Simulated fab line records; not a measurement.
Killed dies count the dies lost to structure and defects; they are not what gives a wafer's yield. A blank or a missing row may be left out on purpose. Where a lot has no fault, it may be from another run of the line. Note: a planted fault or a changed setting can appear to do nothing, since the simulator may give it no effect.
fab line records | flow sky130
record: lots: 24 wafers: 72 last_day: 50
route steps=708 shown LDD_HVP@287 LDD_LDN@302 METAL1@437 VIA1@480 METAL2@500 VIA2@530
lots that met no fault: from a run of the same line without faults
start_h: hours from the record's opening day to when the first of the lot's shown wafers began | wait_h: hours elapsed since this lot's preceding step | " as in the row above | L1.1+2: one row covering several wafers at once | - no value, or no start given | * or withheld: withheld | < > ~ a bound
route shown NAME@n: a module of which the file shows steps, and the number in the route of the first | usual: mean/standard deviation taken from wafers without a fault | same: alike in all rows | chamber/n: place in a boat | sites: each site's reading | _std_site: standard deviation across them | _edge_site: the outer-site mean with the inner-site mean subtracted | radius_mm: how far each site lies from the wafer's centre | mask NAME#n: copy n | behind: the most recent tool/chamber to have shaped the wafer | hold: the reason the lot was held/the length of the hold in hours/how it ended | device: whichever transistor did not switch (one of n, p or np) | end of line: the tests these same wafers got at the end of their route | a step given without rows: its recipe and nothing more | killed: not the wafer's yield, but the dies lost to structure and defects at the first sort | map: a wafer's dies, marking killed ones x, the rest . and places with no die _
set.NAME: the setting the step ran with; set.NAME@STEP: the setting that earlier step ran with | model.NAME: the simulator's own value behind a step, which no gauge read
steps of the route over a sample of lots; a table a step, a row a wafer
services: the hour from which a tool's chamber was out of use, counted from the record's first day as start_h (under 0 if before that day), plus the number of hours and why
== steps ==
step: SKY_LDD_HVP_STRIP_09
recipe: chemistry: O2/N2 power_w: 1400 pressure_mtorr: 1500 platen_temp_c: withheld o2_flow_sccm: 3000 n2_flow_sccm: 300 overash_fraction: 0.5
usual: drypump_motor_current_A: 5.5/0.5 o2_flow_sccm: 2999/8.6 oes_product_au: 0.409/0.0049 strip_time_to_endpoint_s: 4.138/0.015
same: overash_fraction: 0.5
columns lot.wafer tool chamber start_h wait_h drypump_motor_current_A o2_flow_sccm oes_product_au rf_hours_counter_h strip_time_to_endpoint_s
L074.1 plasma_asher-04 0 498.82 0.1 5.0 3009 0.404 6 4.135
L074.4 " 1 " " 5.4 2997 0.413 - 4.129
L074.6 " 1 " " 5.4 3003 0.413 - 4.129
L075.3 plasma_asher-01 1 510.35 0.1 5.6 2992 0.416 - 4.138
L075.4 " 0 " " 4.9 2998 0.414 - 4.110
L075.5 " 1 " " 5.6 2991 0.408 - 4.139
L076.1 plasma_asher-04 0 514.85 0.1 5.0 3004 0.400 7 4.134
L076.2 " 1 " " 5.5 3013 0.404 7 4.121
L076.6 " 1 " " 5.4 3002 0.409 - 4.135
L077.1 plasma_asher-04 1 526.62 0.1 5.4 2991 0.402 9 4.129
L077.2 " 0 " " 5.0 3014 0.411 9 4.141
L077.4 " 1 " " 5.4 2992 0.402 - 4.119
L078.1 plasma_asher-01 1 537.02 0.1 5.6 3002 0.408 40 4.141
L078.5 " 1 " " 5.6 3013 0.401 - 4.130
L078.6 " 0 " " 4.9 2991 0.409 - 4.132
L079.2 plasma_asher-01 1 539.81 0.1 5.6 3003 0.410 41 4.153
L079.3 " 0 " " 4.9 2988 0.401 - 4.150
L079.4 " 1 " " 5.6 3007 0.408 - 4.152
L080.1 plasma_asher-01 1 548.11 0.1 5.6 2992 0.414 42 4.151
L080.2 " 0 " " 4.9 2991 0.418 42 4.158
L080.5 " 0 " " 4.9 2992 0.410 - 4.161
L081.1 plasma_asher-02 1 557.16 0.1 5.5 2997 0.410 84 4.155
L081.3 " 0 " " 6.5 2998 0.405 - 4.153
L081.4 " 1 " " 5.5 2999 0.406 - 4.141
L082.3 plasma_asher-02 0 572.35 0.1 6.4 3008 0.405 - 4.100
L082.5 " 1 " " 5.5 2990 0.404 - 4.141
L082.6 " 0 " " 6.5 3002 0.408 - 4.134
L083.2 plasma_asher-04 1 576.80 0.1 5.5 2990 0.414 14 4.145
L083.3 " 0 " " 5.0 2997 0.413 - 4.139
L083.4 " 1 " " 5.4 2997 0.405 - 4.155
L084.1 plasma_asher-01 1 584.92 0.1 5.6 3009 0.409 43 4.158
L084.3 " 1 " " 5.5 3006 0.411 - 4.119
L084.4 " 0 " " 4.9 3008 0.403 - 4.138
L085.2 plasma_asher-02 1 593.15 0.1 5.5 3008 0.405 89 4.150
L085.4 " 1 " " 5.5 3007 0.409 - 4.166
L085.5 " 1 " " 5.5 3006 0.409 - 4.153
L086.1 plasma_asher-02 1 603.55 0.1 5.5 3008 0.406 90 4.124
L086.3 " 0 " " 6.4 3003 0.405 - 4.118
L086.4 " 1 " " 5.5 3011 0.403 - 4.121
L087.2 plasma_asher-01 0 610.05 0.1 4.9 2995 0.416 46 4.136
L087.3 " 0 " " 4.9 2992 0.403 - 4.124
L087.5 " 0 " " 4.9 2994 0.400 - 4.128
L088.3 plasma_asher-02 0 618.78 0.1 6.4 2995 0.414 - 4.144
L088.5 " 0 " " 6.4 2996 0.407 - 4.143
L088.6 " 1 " " 5.5 2984 0.415 - 4.133
L089.4 plasma_asher-04 1 628.60 0.1 5.4 3000 0.408 - 4.127
L089.5 " 1 " " 5.4 2983 0.401 - 4.130
L089.6 " 0 " " 5.0 2984 0.403 - 4.127
L090.2 plasma_asher-02 0 634.57 0.1 6.4 3003 0.416 93 4.131
L090.3 " 0 " " 6.4 3002 0.411 - 4.153
L090.5 " 1 " " 5.5 3001 0.411 - 4.125
L091.4 plasma_asher-04 0 647.03 0.1 5.0 2990 0.418 - 4.150
L091.5 " 1 " " 5.5 2988 0.422 - 4.130
L091.6 " 0 " " 5.0 3008 0.404 - 4.146
L092.1 plasma_asher-04 1 654.56 0.1 5.4 2989 0.402 22 4.176
L092.4 " 0 " " 5.0 2997 0.411 - 4.179
L092.6 " 0 " " 5.0 2994 0.412 - 4.159
L093.2 plasma_asher-04 0 658.91 0.1 5.0 2997 0.417 23 4.136
L093.3 " 0 " " 5.0 2999 0.404 - 4.133
L093.5 " 0 " " 5.0 3002 0.416 - 4.130
L094.1 plasma_asher-02 1 667.91 0.1 5.5 3003 0.407 94 4.143
L094.2 " 0 " " 6.5 3004 0.418 94 4.135
L094.5 " 1 " " 5.5 3006 0.410 - 4.138
L095.1 plasma_asher-01 1 673.42 0.1 5.6 2990 0.416 53 4.149
L095.2 " 0 " " 4.9 3008 0.404 53 4.159
L095.5 " 0 " " 4.9 3005 0.407 - 4.117
L096.3 plasma_asher-04 0 679.10 0.1 5.0 2998 0.411 - 4.119
L096.4 " 1 " " 5.4 2990 0.400 - 4.109
L096.5 " 1 " " 5.4 2995 0.411 - 4.115
L097.2 plasma_asher-02 0 682.00 0.1 6.4 2983 0.411 96 4.129
L097.3 " 1 " " 5.5 3011 0.405 - 4.123
L097.4 " 0 " " 6.4 2987 0.414 - 4.146
step: SKY_LDD_LDN_TW_MEAS_13
usual: LDD_LDN_TW: 1485/8.9
columns lot.wafer tool chamber start_h wait_h LDD_LDN_TW
L074.1 film_metro-04 - 529.21 0.1 1496
L074.4 " - " " 1485
L074.6 " - " " 1484
L075.3 film_metro-01 - 541.82 0.1 1486
L075.4 " - " " 1490
L075.5 " - " " 1481
L076.1 film_metro-04 - 545.51 0.1 1502
L076.2 " - " " 1485
L076.6 " - " " 1489
L077.1 film_metro-02 - 557.17 0.1 1484
L077.2 " - " " 1483
L077.4 " - " " 1470
L078.1 film_metro-04 - 567.17 0.1 1481
L078.5 " - " " 1483
L078.6 " - " " 1484
L079.2 film_metro-01 - 570.72 0.1 1493
L079.3 " - " " 1481
L079.4 " - " " 1480
L080.1 film_metro-04 - 579.47 0.1 1494
L080.2 " - " " 1482
L080.5 " - " " 1494
L081.1 film_metro-02 - 587.61 0.1 1481
L081.3 " - " " 1484
L081.4 " - " " 1473
L082.3 film_metro-04 - 602.38 0.1 1493
L082.5 " - " " 1481
L082.6 " - " " 1484
L083.2 film_metro-01 - 607.37 0.1 1474
L083.3 " - " " 1475
L083.4 " - " " 1483
L084.1 film_metro-02 - 615.21 0.1 1467
L084.3 " - " " 1480
L084.4 " - " " 1475
L085.2 film_metro-01 - 623.37 0.1 1478
L085.4 " - " " 1480
L085.5 " - " " 1479
L086.1 film_metro-04 - 633.57 0.1 1484
L086.3 " - " " 1487
L086.4 " - " " 1483
L087.2 film_metro-02 - 639.68 0.1 1482
L087.3 " - " " 1490
L087.5 " - " " 1476
L088.3 film_metro-02 - 647.87 0.1 1469
L088.5 " - " " 1485
L088.6 " - " " 1480
L089.4 film_metro-04 - 657.29 0.1 1500
L089.5 " - " " 1499
L089.6 " - " " 1506
L090.2 film_metro-04 - 663.46 0.1 1501
L090.3 " - " " 1498
L090.5 " - " " 1501
L091.4 film_metro-01 - 676.14 0.1 1476
L091.5 " - " " 1490
L091.6 " - " " 1480
L092.1 film_metro-04 - 683.80 0.1 1508
L092.4 " - " " 1495
L092.6 " - " " 1501
L093.2 film_metro-02 - 687.52 0.1 1471
L093.3 " - " " 1461
L093.5 " - " " 1464
L094.1 film_metro-01 - 696.35 0.1 1481
L094.2 " - " " 1485
L094.5 " - " " 1493
L095.1 film_metro-01 - 702.00 0.1 1482
L095.2 " - " " 1486
L095.5 " - " " 1480
L096.3 film_metro-04 - 707.42 0.1 1492
L096.4 " - " " 1495
L096.5 " - " " 1495
L097.2 film_metro-01 - 710.62 0.1 1474
L097.3 " - " " 1485
L097.4 " - " " 1478
step: SKY_METAL1_SPUTTER_03
recipe: material: Ti target_thk_nm: 5 power_w: 3000 time_s: 3.3 chamber_pressure_pa: 0.4
usual: throttle_valve_pct: 30.3/0.8
columns lot.wafer tool chamber start_h wait_h throttle_valve_pct
L074.1 pvd_sputter-01 - 740.77 0.0 31.0
L074.4 " - " " 29.4
L074.6 " - " " 30.8
L075.3 pvd_sputter-04 - 750.54 0.0 30.9
L075.4 " - " " 29.0
L075.5 " - " " 30.4
L076.1 pvd_sputter-01 - 755.92 0.0 29.2
L076.2 " - " " 31.0
L076.6 " - " " 30.6
L077.1 pvd_sputter-04 - 765.77 0.0 29.1
L077.2 " - " " 30.6
L077.4 " - " " 30.3
L078.1 pvd_sputter-03 - 773.84 0.0 29.8
L078.5 " - " " 29.8
L078.6 " - " " 30.0
L079.2 pvd_sputter-03 - 776.43 0.0 30.1
L079.3 " - " " 31.8
L079.4 " - " " 29.6
L080.1 pvd_sputter-01 - 785.98 0.0 30.7
L080.2 " - " " 31.2
L080.5 " - " " 30.9
L081.1 pvd_sputter-04 - 794.38 0.0 29.1
L081.3 " - " " 30.4
L081.4 " - " " 31.3
L082.3 pvd_sputter-03 - 806.64 0.0 29.5
L082.5 " - " " 29.8
L082.6 " - " " 29.6
L083.2 pvd_sputter-04 - 812.69 0.0 30.3
L083.3 " - " " 29.0
L083.4 " - " " 30.3
L084.1 pvd_sputter-03 - 816.92 0.0 29.3
L084.3 " - " " 29.9
L084.4 " - " " 29.8
L085.2 pvd_sputter-04 - 825.28 0.0 30.2
L085.4 " - " " 30.6
L085.5 " - " " 31.4
L086.1 pvd_sputter-03 - 832.85 0.0 29.6
L086.3 " - " " 30.1
L086.4 " - " " 29.7
L087.2 pvd_sputter-04 - 840.07 0.0 31.2
L087.3 " - " " 30.2
L087.5 " - " " 31.4
L088.3 pvd_sputter-03 - 847.60 0.0 29.8
L088.5 " - " " 29.8
L088.6 " - " " 31.7
L089.4 pvd_sputter-03 - 856.22 0.0 29.8
L089.5 " - " " 30.0
L089.6 " - " " 31.7
L090.2 pvd_sputter-03 - 861.79 0.0 29.9
L090.3 " - " " 31.8
L090.5 " - " " 29.4
L091.4 pvd_sputter-04 - 872.06 0.0 31.1
L091.5 " - " " 30.5
L091.6 " - " " 30.3
L092.1 pvd_sputter-04 - 878.34 0.0 29.2
L092.4 " - " " 31.5
L092.6 " - " " 30.4
L093.2 pvd_sputter-04 - 883.10 0.0 30.3
L093.3 " - " " 31.3
L093.5 " - " " 31.4
L094.1 pvd_sputter-03 - 890.96 0.0 31.7
L094.2 " - " " 29.5
L094.5 " - " " 31.6
L095.1 pvd_sputter-03 - 896.82 0.0 31.8
L095.2 " - " " 29.8
L095.5 " - " " 30.1
L096.3 pvd_sputter-03 - 903.04 0.0 29.6
L096.4 " - " " 30.0
L096.5 " - " " 29.7
L097.2 pvd_sputter-04 - 918.12 0.0 30.7
L097.3 " - " " 29.2
L097.4 " - " " 30.5
step: SKY_VIA1_RS_MEAS_22
recipe: thk_meas_gauge: four-point-probe reads: W_of_VIA1_CVD_21+TiN_of_VIA1_SPUTTER_20
usual: VIA1_W_RS: 0.428/0.0074
columns lot.wafer tool chamber start_h wait_h VIA1_W_RS[ohm/sq]
L074.1 film_metro-03 - 796.80 0.2 0.425
L074.4 " - " " 0.428
L074.6 " - " " 0.433
L075.3 film_metro-02 - 807.08 0.1 0.434
L075.4 " - " " 0.437
L075.5 " - " " 0.433
L076.1 film_metro-02 - 811.39 0.1 0.420
L076.2 " - " " 0.419
L076.6 " - " " 0.422
L077.1 film_metro-04 - 821.91 0.1 0.417
L077.2 " - " " 0.426
L077.4 " - " " 0.431
L078.1 film_metro-04 - 829.33 0.1 0.427
L078.5 " - " " 0.421
L078.6 " - " " 0.411
L079.2 film_metro-04 - 832.70 0.1 0.421
L079.3 " - " " 0.431
L079.4 " - " " 0.423
L080.1 film_metro-02 - 841.60 0.1 0.430
L080.2 " - " " 0.418
L080.5 " - " " 0.432
L081.1 film_metro-02 - 850.23 0.1 0.411
L081.3 " - " " 0.410
L081.4 " - " " 0.428
L082.3 film_metro-04 - 862.79 0.1 0.417
L082.5 " - " " 0.415
L082.6 " - " " 0.430
L083.2 film_metro-04 - 867.87 0.1 0.429
L083.3 " - " " 0.428
L083.4 " - " " 0.431
L084.1 film_metro-02 - 873.53 0.1 0.425
L084.3 " - " " 0.423
L084.4 " - " " 0.426
L085.2 film_metro-02 - 880.80 0.1 0.432
L085.4 " - " " 0.432
L085.5 " - " " 0.430
L086.1 film_metro-02 - 887.66 0.1 0.428
L086.3 " - " " 0.429
L086.4 " - " " 0.424
L087.2 film_metro-03 - 895.05 0.1 0.420
L087.3 " - " " 0.428
L087.5 " - " " 0.431
L088.3 film_metro-02 - 902.40 0.1 0.428
L088.5 " - " " 0.425
L088.6 " - " " 0.426
L089.4 film_metro-04 - 910.73 0.1 0.431
L089.5 " - " " 0.435
L089.6 " - " " 0.437
L090.2 film_metro-02 - 915.19 0.1 0.436
L090.3 " - " " 0.433
L090.5 " - " " 0.436
L091.4 film_metro-02 - 926.27 0.1 0.422
L091.5 " - " " 0.419
L091.6 " - " " 0.427
L092.1 film_metro-04 - 931.38 0.1 0.433
L092.4 " - " " 0.433
L092.6 " - " " 0.435
L093.2 film_metro-02 - 936.00 0.1 0.438
L093.3 " - " " 0.432
L093.5 " - " " 0.438
L094.1 film_metro-04 - 944.62 0.1 0.432
L094.2 " - " " 0.437
L094.5 " - " " 0.444
L095.1 film_metro-04 - 949.67 0.1 0.445
L095.2 " - " " 0.433
L095.5 " - " " 0.435
L096.3 film_metro-03 - 955.39 0.1 0.423
L096.4 " - " " 0.427
L096.5 " - " " 0.424
L097.2 film_metro-03 - 969.78 0.1 0.422
L097.3 " - " " 0.422
L097.4 " - " " 0.423
step: SKY_METAL2_DESCUM_17
recipe: chemistry: O2 source_power_w: 150 bias_power_w: 0 pressure_mtorr: 10 temp_c: 40 time_s: 8
usual: drypump_motor_current_A: 5.4/0.37 oes_product_au: 1.000/0.015
columns lot.wafer tool chamber start_h wait_h drypump_motor_current_A oes_product_au rf_hours_counter_h
L074.1 rie_metal-04 0 824.32 0.0 5.0 0.978 10
L074.4 " 0 " " 5.0 0.991 -
L074.6 " 1 " " 5.6 0.992 -
L075.3 rie_metal-02 1 834.54 0.0 5.3 1.023 -
L075.4 " 0 " " 5.9 1.025 -
L075.5 " 1 " " 5.3 1.012 -
L076.1 rie_metal-01 0 838.43 0.0 5.9 0.986 4
L076.2 " 1 " " 5.1 1.004 12
L076.6 " 0 " " 5.9 0.979 -
L077.1 rie_metal-04 1 849.68 0.0 5.6 0.984 12
L077.2 " 0 " " 5.0 0.984 11
L077.4 " 0 " " 5.0 0.976 -
L078.1 rie_metal-04 1 856.63 0.0 5.6 1.008 13
L078.5 " 1 " " 5.6 0.987 -
L078.6 " 0 " " 5.0 0.993 -
L079.2 rie_metal-01 1 859.37 0.0 5.1 1.004 13
L079.3 " 0 " " 5.8 0.974 -
L079.4 " 1 " " 5.1 1.007 -
L080.1 rie_metal-01 1 868.23 0.0 5.1 1.007 14
L080.2 " 0 " " 5.8 0.983 5
L080.5 " 0 " " 5.8 0.982 -
L081.1 rie_metal-02 1 876.83 0.0 5.3 1.015 7
L081.3 " 1 " " 5.3 1.015 -
L081.4 " 0 " " 6.0 1.016 -
L082.3 rie_metal-04 1 888.89 0.0 5.6 0.991 -
L082.5 " 1 " " 5.6 0.992 -
L082.6 " 0 " " 5.0 0.994 -
L083.2 rie_metal-01 0 894.88 0.0 5.8 0.997 6
L083.3 " 0 " " 5.8 0.986 -
L083.4 " 1 " " 5.1 1.019 -
L084.1 rie_metal-01 1 900.25 0.0 5.1 1.014 15
L084.3 " 1 " " 5.1 1.027 -
L084.4 " 0 " " 5.8 0.996 -
L085.2 rie_metal-01 1 906.97 0.0 5.1 1.023 15
L085.4 " 0 " " 5.8 0.989 -
L085.5 " 0 " " 5.8 0.997 -
L086.1 rie_metal-01 1 913.97 0.0 5.1 1.012 15
L086.3 " 1 " " 5.1 1.009 -
L086.4 " 0 " " 5.8 0.992 -
L087.2 rie_metal-04 1 921.18 0.0 5.6 0.995 16
L087.3 " 1 " " 5.6 0.988 -
L087.5 " 0 " " 5.0 0.983 -
L088.3 rie_metal-04 0 928.54 0.0 5.0 0.986 -
L088.5 " 1 " " 5.6 0.992 -
L088.6 " 0 " " 5.0 0.975 -
L089.4 rie_metal-04 0 936.84 0.0 5.0 0.981 -
L089.5 " 1 " " 5.6 0.982 -
L089.6 " 0 " " 5.0 0.986 -
L090.2 rie_metal-04 0 941.64 0.0 5.0 1.000 15
L090.3 " 1 " " 5.6 0.996 -
L090.5 " 0 " " 5.0 0.996 -
L091.4 rie_metal-02 1 951.75 0.0 5.3 1.022 -
L091.5 " 0 " " 6.0 1.013 -
L091.6 " 1 " " 5.3 1.011 -
L092.1 rie_metal-01 1 956.08 0.0 5.1 1.018 17
L092.4 " 1 " " 5.1 1.012 -
L092.6 " 1 " " 5.1 1.017 -
L093.2 rie_metal-02 0 960.99 0.0 5.9 1.027 18
L093.3 " 1 " " 5.3 1.004 -
L093.5 " 0 " " 5.9 1.020 -
L094.1 rie_metal-04 0 969.63 0.0 5.0 0.983 16
L094.2 " 0 " " 5.0 0.985 -
L094.5 " 0 " " 5.0 0.983 -
L095.1 rie_metal-01 1 975.09 0.0 5.1 1.022 18
L095.2 " 0 " " 5.8 0.998 10
L095.5 " 0 " " 5.8 0.995 -
L096.3 rie_metal-01 0 980.00 0.0 5.8 0.993 -
L096.4 " 1 " " 5.1 1.021 -
L096.5 " 0 " " 5.8 0.986 -
L097.2 rie_metal-02 0 994.44 0.0 6.0 1.007 20
L097.3 " 1 " " 5.3 1.001 -
L097.4 " 0 " " 6.0 1.012 -
step: SKY_VIA2_THK_MEAS_23
recipe: thk_meas_gauge: xrf reads: W_of_VIA2_CVD_21
usual: VIA2_W_THK: 426/7
columns lot.wafer tool chamber start_h wait_h VIA2_W_THK[nm]
L074.1 film_metro-04 - 853.13 0.1 439
L074.4 " - " " 429
L074.6 " - " " 436
L075.3 film_metro-01 - 863.27 0.1 426
L075.4 " - " " 415
L075.5 " - " " 426
L076.1 film_metro-01 - 866.99 0.1 416
L076.2 " - " " 415
L076.6 " - " " 412
L077.1 film_metro-01 - 878.19 0.1 411
L077.2 " - " " 416
L077.4 " - " " 414
L078.1 film_metro-04 - 884.89 0.1 417
L078.5 " - " " 418
L078.6 " - " " 419
L079.2 film_metro-01 - 888.01 0.1 411
L079.3 " - " " 415
L079.4 " - " " 427
L080.1 film_metro-04 - 897.14 0.1 423
L080.2 " - " " 434
L080.5 " - " " 437
L081.1 film_metro-02 - 904.64 0.1 428
L081.3 " - " " 426
L081.4 " - " " 423
L082.3 film_metro-02 - 916.65 0.1 428
L082.5 " - " " 432
L082.6 " - " " 431
L083.2 film_metro-01 - 923.06 0.1 427
L083.3 " - " " 435
L083.4 " - " " 425
L084.1 film_metro-02 - 927.71 0.1 429
L084.3 " - " " 426
L084.4 " - " " 428
L085.2 film_metro-01 - 934.02 0.1 427
L085.4 " - " " 425
L085.5 " - " " 429
L086.1 film_metro-02 - 940.74 0.1 428
L086.3 " - " " 412
L086.4 " - " " 425
L087.2 film_metro-02 - 948.54 0.1 424
L087.3 " - " " 435
L087.5 " - " " 426
L088.3 film_metro-01 - 955.22 0.1 436
L088.5 " - " " 432
L088.6 " - " " 433
L089.4 film_metro-02 - 963.44 0.1 430
L089.5 " - " " 429
L089.6 " - " " 427
L090.2 film_metro-02 - 968.47 0.1 422
L090.3 " - " " 432
L090.5 " - " " 432
L091.4 film_metro-02 - 978.32 0.1 427
L091.5 " - " " 421
L091.6 " - " " 431
L092.1 film_metro-02 - 982.25 0.1 431
L092.4 " - " " 421
L092.6 " - " " 436
L093.2 film_metro-02 - 988.04 0.1 434
L093.3 " - " " 443
L093.5 " - " " 431
L094.1 film_metro-01 - 995.79 0.1 420
L094.2 " - " " 427
L094.5 " - " " 420
L095.1 film_metro-01 - 1001.89 0.1 420
L095.2 " - " " 434
L095.5 " - " " 418
L096.3 film_metro-01 - 1006.49 0.1 429
L096.4 " - " " 424
L096.5 " - " " 422
L097.2 film_metro-04 - 1020.81 0.1 427
L097.3 " - " " 431
L097.4 " - " " 420
== services ==
columns tool chamber start_h hours kind
rie_metal-04 0 496.28 3.5 repair
pvd_sputter-03 - 571.16 1.1 repair
pvd_sputter-03 - 575.31 2.9 repair
rie_metal-01 - 595.95 14.6 pm
plasma_asher-04 - 611.55 4.1 repair
plasma_asher-02 - 642.09 20.1 pm
rie_metal-01 0 648.80 5.2 repair
pvd_sputter-04 - 649.41 0.7 repair
rie_metal-01 1 650.99 28.4 repair
pvd_sputter-03 - 654.63 7.7 repair
rie_metal-01 - 655.54 0.7 repair
pvd_sputter-04 - 688.62 3.6 repair
plasma_asher-04 - 693.43 3.3 repair
rie_metal-04 - 693.88 78.8 repair
plasma_asher-02 - 696.02 2.2 repair
rie_metal-01 - 702.98 1.7 repair
plasma_asher-02 - 733.75 9.0 pm
rie_metal-01 0 738.86 26.6 repair
rie_metal-01 0 813.47 9.8 repair
rie_metal-04 - 821.12 2.8 pm
pvd_sputter-04 - 839.28 0.5 repair
rie_metal-01 0 854.85 3.8 repair
rie_metal-04 0 907.78 4.0 repair
plasma_asher-04 - 955.50 0.5 repair
== key ==
fault none
